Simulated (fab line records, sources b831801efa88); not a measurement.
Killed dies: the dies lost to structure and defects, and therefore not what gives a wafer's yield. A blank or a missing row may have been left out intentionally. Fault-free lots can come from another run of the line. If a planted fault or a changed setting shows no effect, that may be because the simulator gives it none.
8D (eight disciplines) problem report, filled in by code    flow sky130    the parts of the form that need people (team, actions taken, sign-off) are left out

## 1. WHAT IS WRONG
timeToEndpointS at SKY_FIELD_ISO_CMP_27 reads a mean of 62 s on 6 wafers of 2 lots; wafers without a fault read 111 s with a standard deviation of 4.1. Measured from the usual mean, that is -12 standard deviations.
The step: polishes, stops on Si3N4, t overpolish 16 s, target thk 457.8 nm.
First seen on wafer L820.3, day 5 02:20, on cmp-01. Wafers with a number at this step in the record: 36, from 12 lots. Rule for "out", or "out of limits": more than 4 standard deviations from the usual mean. All remaining wafers that have a number are taken as sound.

## 2. WHAT IT IS; WHAT IT IS NOT
question                     is                      is not
which readings at this step  timeToEndpointS         overpolishRunS, platenRpm
which lots                   L820, L822              L810, L811, L812, L818, L823, L824, L825, L828, L830, L832
which wafers of those lots   all that have a number  -
read on which tools          cmp-01                  cmp-02
when                         from day 5 02:20        up to then (12 sound wafers); but 18 sound wafers of L823, L824, L825, L828, L830, L832 came after

## 3. SUSPECTS, AND WHAT RULES EACH OUT
Counting: any tool at a process step up to the reading is kept as a suspect provided that every lot that is out went through it and no sound lot did after the first of them.
- cmp-01 at SKY_FIELD_ISO_CMP_27 (polishes, stops on Si3N4, t overpolish 16 s, target thk 457.8 nm): kept. All lots that are out passed through it, beginning with L820 at day 5 02:20, and no sound lot followed; its final sound lot before that point was L812 at day 2 21:09. Its own timeToEndpointS readings are out on those wafers.
The count leaves cmp-01 at SKY_FIELD_ISO_CMP_27.

## 4. THE CAUSE (what the simulator had put in)
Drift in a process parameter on cmp-01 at SKY_FIELD_ISO_CMP_27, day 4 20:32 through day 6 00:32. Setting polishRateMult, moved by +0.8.
After counting, this tool was the only one left.

## 5. THE CHAIN OF EFFECTS, in route order
Each row: a reading whose mean over the struck wafers that have a number lies more than 3 standard deviations from the usual. Only readings for which the record gives a usual standard deviation are gone through. hours: the time from each lot's start at the first step in this table that gives one to its start at this step, as a median over the lots. sigmas: the change in usual standard deviations.
hours  step                  reading          usual  on struck wafers  change  sigmas
0      SKY_FIELD_ISO_CMP_27  timeToEndpointS  111 s  62                -49     -12
Here are the process steps it includes:
- SKY_FIELD_ISO_CMP_27: polishes, stops on Si3N4, t overpolish 16 s, target thk 457.8 nm.
Later measuring or inspecting steps at which every struck wafer that the step has a row for has a number for every such reading, and none has moved that far: SKY_NWELL_THK_MEAS_02.

## 6. HOW IT WOULD HAVE BEEN CAUGHT EARLIER
The fault began at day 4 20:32; the first out-of-limits reading in this record came at day 5 02:20, 6 hours later.
